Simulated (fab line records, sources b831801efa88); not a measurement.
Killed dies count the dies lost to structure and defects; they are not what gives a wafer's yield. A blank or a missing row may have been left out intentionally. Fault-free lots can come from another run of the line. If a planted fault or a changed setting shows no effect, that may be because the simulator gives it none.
Struck lot and sound lot, side by side -- flow sky130 -- 16 out of 708 route steps
Sound: the wafers L258.1, L258.3, L258.5. Struck: wafer L267.3. (L267.2, L267.6 of the same lot were not struck and are left out.) The cause comes at the end.
Each step with rows lists, per side, the tool, then ch with its chambers, then its first start. Under that, the readings that differ: sound wafers -- struck wafers -- difference of the means -- sigmas: that difference in standard deviations of wafers without a fault.
alike: readings with means less than 2 such deviations apart, plus words and numbers identical on both sides. not compared: withheld readings, readings lacking a value on some wafer, bounds such as >300 that could conceal the same value, and numbers that have no deviation in the record and whose values overlap.
A row with sigmas, a row that says differs or no value, or rows on one side alone: a step with any of these is where the two part. Non-overlapping numbers with no deviation appear without sigmas and do not part them. A reading that every wafer of one side lacks parts them only if that side has two wafers or more.

first, 2 steps without rows for these wafers: SKY_METAL3_PEB_11; SKY_METAL3_DEVELOP_12 (develop time 60 s).
SKY_METAL3_CD_MEAS_13: the cd target is 300 nm.
  sound on cd-sem-01, day 40 16:19; struck on cd-sem-01, day 42 18:02
  alike: cd-nm
SKY_METAL3_OVL_MEAS_14:
  sound on overlay-02, day 40 16:26; struck on overlay-02, day 42 18:08
reading,sound,struck,difference,sigmas
METAL3_OVL (nm),-14 -12 -6,6,+17,+3
SKY_METAL3_DESCUM_15: chemistry O2, time 8 s.
  sound on rie-metal-02 ch 1, day 40 16:28; struck on rie-metal-02 ch 0, day 42 18:10
reading,sound,struck,difference,sigmas
drypump-motor-current-A (A),5.0 5.0 5.0,5.7,+0.7,+2
  alike: oes-product-au, rf-fwd-power-W
  not compared: rf-hours-counter-h
SKY_METAL3_ETCH_16: etches BARC in N2/H2, stops on SiO2, time 92.27 s, target depth 60 nm.
  sound on rie-metal-02 ch 1, day 40 16:30; struck on rie-metal-02 ch 0, day 42 18:12
reading,sound,struck,difference,sigmas
drypump-motor-current-A (A),5.0 5.0 5.0,5.7,+0.7,+2
  alike: oes-product-au, throttle-valve-pct
  not compared: rf-hours-counter-h
then, 1 step without rows for these wafers: SKY_METAL3_ETCH_17 (etches SiO2 in C4F8/O2/Ar, stops on TiN, time 3.9 s, target depth 15 nm).
SKY_METAL3_METAL_ETCH_18: etches the open film in Cl2/BCl3, stops on SiO2, target depth 845 nm, time 183.1 s.
  sound on rie-metal-04 ch 0,1, day 40 16:37; struck on rie-metal-03 ch 0, day 42 18:19
  alike: drypump-motor-current-A, mfc-cl2-sccm, oes-product-au, rf-fwd-power-W, throttle-valve-pct
  not compared: rf-hours-counter-h
SKY_METAL3_STRIP_19: strips in O2/N2.
  sound on plasma-asher-03 ch 0,1, day 40 16:47; struck on plasma-asher-02 ch 0, day 42 18:29
reading,sound,struck,difference,sigmas
drypump-motor-current-A (A),6.0 6.5 6.5,5.6,-0.7,-2
oes-product-au (a.u.),0.510 0.505 0.512,0.495,-0.014,-3
strip-time-to-endpoint-s (s),6.63 6.60 6.69,6.43,-0.21,-2
  not compared: rf-hours-counter-h
then, 3 steps without rows for these wafers: SKY_METAL3_STRIP_20 (strips in post etch residue remover, time 1200 s); SKY_METAL3_CLEAN_21 (cleans in IPA, time 180 s); SKY_METAL3_CLEAN_22 (cleans in O3/DIW).
SKY_VIA3_HDPCVD_00: deposits SiO2, target thk 1635 nm, time 272.5 s.
  sound on hdpcvd-02 ch 0,1,2, day 40 17:23; struck on hdpcvd-02 ch 0, day 42 19:05
reading,sound,struck,difference,sigmas
model.SiO2_of_VIA3_HDPCVD_00.thk-nm (nm),1613 1632 1646,2468,+838,
SKY_VIA3_THK_MEAS_01:
  sound on film-metro-04, day 40 17:33; struck on film-metro-03, day 42 19:16
reading,sound,struck,difference,sigmas
VIA3_HDPCVD_THK (nm),1611 1632 1646,2467,+837,+49
SKY_VIA3_CMP_02: polishes SiO2.
  sound on cmp-02 ch 2,3, day 40 17:37; struck on cmp-01 ch 2, day 42 19:19
  alike: edge-zone-pressure-frac, head-pressure-psi, motor-current-A
after that, 1 step had no rows for these wafers: SKY_PAD_OPEN_PROBE_99.

## WHERE THEY PART
At SKY_METAL3_OVL_MEAS_14 first; at SKY_VIA3_THK_MEAS_01 last (within this record only). Later steps at which nothing parts them and some readings are alike: SKY_VIA3_CMP_02.

WHY: the cause the simulator had injected
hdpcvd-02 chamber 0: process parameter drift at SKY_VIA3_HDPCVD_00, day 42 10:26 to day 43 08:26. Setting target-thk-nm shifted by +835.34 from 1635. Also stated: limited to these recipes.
